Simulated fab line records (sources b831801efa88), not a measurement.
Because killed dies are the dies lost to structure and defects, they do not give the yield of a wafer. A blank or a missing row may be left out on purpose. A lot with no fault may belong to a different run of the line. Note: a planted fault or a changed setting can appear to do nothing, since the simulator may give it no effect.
A struck lot beside a sound one :: flow sky130 :: 40 out of 708 route steps
Sound: the wafers L661.1, L661.2, L661.6. Struck: wafers L676.1, L676.4, L676.6. At the end, the cause is stated.
Each step with rows lists, per side, the tool, then ch with its chambers, then its first start. Under that, the readings that differ: sound wafers :: struck wafers :: difference of the means :: sigmas: that difference in standard deviations of wafers without a fault.
alike: same words and numbers on both sides, and readings whose means sit less than 2 such deviations apart. not compared: any withheld reading, any reading some wafer has no value for, any bound like >300 that may hide the same value, and any number with overlapping values for which the record gives no deviation.
Wherever a step has rows on one side only, a row that says differs or no value, or a row with sigmas, the two part there. Numbers that have no deviation but don't overlap get no sigmas and don't part them. A reading that every wafer of one side lacks parts them only if that side has two wafers or more.

first, 6 steps without rows for these wafers: SKY_METAL5_HMDS_08 (prime time 60 s); SKY_METAL5_COAT_09 (resist thk 1800 nm); SKY_METAL5_SOFTBAKE_10 (time 60 s); SKY_METAL5_EXPOSE_11 (exposes mask MM5, target cd 1600 nm); SKY_METAL5_PEB_12; SKY_METAL5_DEVELOP_13 (develop time 60 s).
SKY_METAL5_DESCUM_14: chemistry O2, time 11 s.
  sound on rie_metal-04 ch 0,1, day 45 04:29; struck on rie_metal-04 ch 0,1, day 48 20:49
  alike: chamber_pressure_mTorr, drypump_motor_current_A, oes_product_au
  not compared: rf_hours_counter_h
SKY_METAL5_METAL_ETCH_15: etches the open film in Cl2/BCl3, stops on SiO2, target depth 1260 nm, time 252 s.
  sound on rie_metal-04 ch 0,1, day 45 04:31; struck on rie_metal-04 ch 0,1, day 48 20:51
  alike: chamber_pressure_mTorr, drypump_motor_current_A, mfc_cl2_sccm, oes_product_au, throttle_valve_pct
  not compared: rf_hours_counter_h
SKY_METAL5_STRIP_16: strips in O2/N2.
  sound on plasma_asher-04 ch 0,1, day 45 04:44; struck on plasma_asher-01 ch 0,1, day 48 21:05
  alike: chamber_pressure_mTorr, drypump_motor_current_A, oes_product_au, strip_time_to_endpoint_s
  not compared: rf_hours_counter_h
then, 3 steps without rows for these wafers: SKY_METAL5_STRIP_17 (strips in post etch residue remover, time 1200 s); SKY_METAL5_CLEAN_18 (cleans in IPA, time 180 s); SKY_METAL5_CLEAN_19 (cleans in O3/DIW).
SKY_PASSIVATION_CVD_00: deposits SiO2, target thk 90 nm.
  sound on pecvd-04 ch 0,1,2, day 45 05:22; struck on pecvd-04 ch 0,1, day 48 21:44
  alike: heater_power_w
SKY_PASSIVATION_THK_MEAS_01:
  sound: film_metro-01 at day 45 05:25; struck: film_metro-04 at day 48 21:46
  alike: PASSIVATION_CVD_00_THK
then, 1 step without rows for these wafers: SKY_PASSIVATION_CVD_02 (deposits Si3N4, target thk 540 nm).
SKY_PASSIVATION_THK_MEAS_03:
  sound: film_metro-01 at day 45 05:41; struck: film_metro-04 at day 48 22:02
  alike: PASSIVATION_CVD_02_THK
then, 7 steps without rows for these wafers: SKY_PASSIVATION_DEHYDRATE_04 (time 60 s); SKY_PASSIVATION_HMDS_05 (prime time 60 s); SKY_PASSIVATION_COAT_06 (resist thk 3000 nm); SKY_PASSIVATION_SOFTBAKE_07; SKY_PASSIVATION_EXPOSE_08 (exposes mask NSM, target cd 3000 nm); SKY_PASSIVATION_PEB_09; SKY_PASSIVATION_DEVELOP_10 (develop time 60 s).
SKY_PASSIVATION_ETCH_11: etches the open film in CF4/O2, stops on AlCu, target depth 725 nm, time 161.1 s.
  sound on rie_diel-02 ch 1,2,3, day 46 02:56; struck on rie_diel-02 ch 2,3, day 49 15:20
  alike: cf4_flow_sccm, chamber_pressure_mTorr, drypump_motor_current_A, oes_product_au, throttle_valve_pct
  not compared: rf_hours_counter_h
then, 9 steps without rows for these wafers: SKY_PASSIVATION_STRIP_12 (strips in O2/N2); SKY_PAD_OPEN_DEHYDRATE_00 (time 60 s); SKY_PAD_OPEN_HMDS_01 (prime time 60 s); SKY_PAD_OPEN_COAT_02 (resist thk 3000 nm); SKY_PAD_OPEN_SOFTBAKE_03; SKY_PAD_OPEN_EXPOSE_04 (exposes mask PDM, target cd 60000 nm); SKY_PAD_OPEN_PEB_05; SKY_PAD_OPEN_DEVELOP_06 (develop time 60 s); SKY_PAD_OPEN_ETCH_07 (etches the open film in CF4/O2, stops on AlCu, target depth 725 nm, time 161.1 s).
SKY_PAD_OPEN_STRIP_08: strips in O2/N2.
  sound on plasma_asher-03 ch 0,1, day 46 23:13; struck on plasma_asher-04 ch 0,1, day 50 08:11
  alike: chamber_pressure_mTorr, drypump_motor_current_A, oes_product_au, strip_time_to_endpoint_s
  not compared: rf_hours_counter_h
then, 4 steps without rows for these wafers: SKY_PAD_OPEN_STRIP_09 (strips in post etch residue remover, time 1200 s); SKY_PAD_OPEN_CLEAN_10 (cleans in IPA, time 180 s); SKY_PAD_OPEN_CLEAN_11 (cleans in O3/DIW); SKY_PAD_OPEN_ANNEAL_12.
SKY_PAD_OPEN_BOW_MEAS_13:
  sound: film_metro-01 at day 47 01:26; struck: film_metro-02 at day 50 10:17
  alike: PAD_OPEN_BOW
SKY_PAD_OPEN_PROBE_99:
  only the struck wafers here have rows in the record (prober-01, day 50 10:24); the sound ones have none

== WHERE THEY PART ==
Only at SKY_PAD_OPEN_PROBE_99, as far as this record shows.

WHY: the cause the simulator had injected
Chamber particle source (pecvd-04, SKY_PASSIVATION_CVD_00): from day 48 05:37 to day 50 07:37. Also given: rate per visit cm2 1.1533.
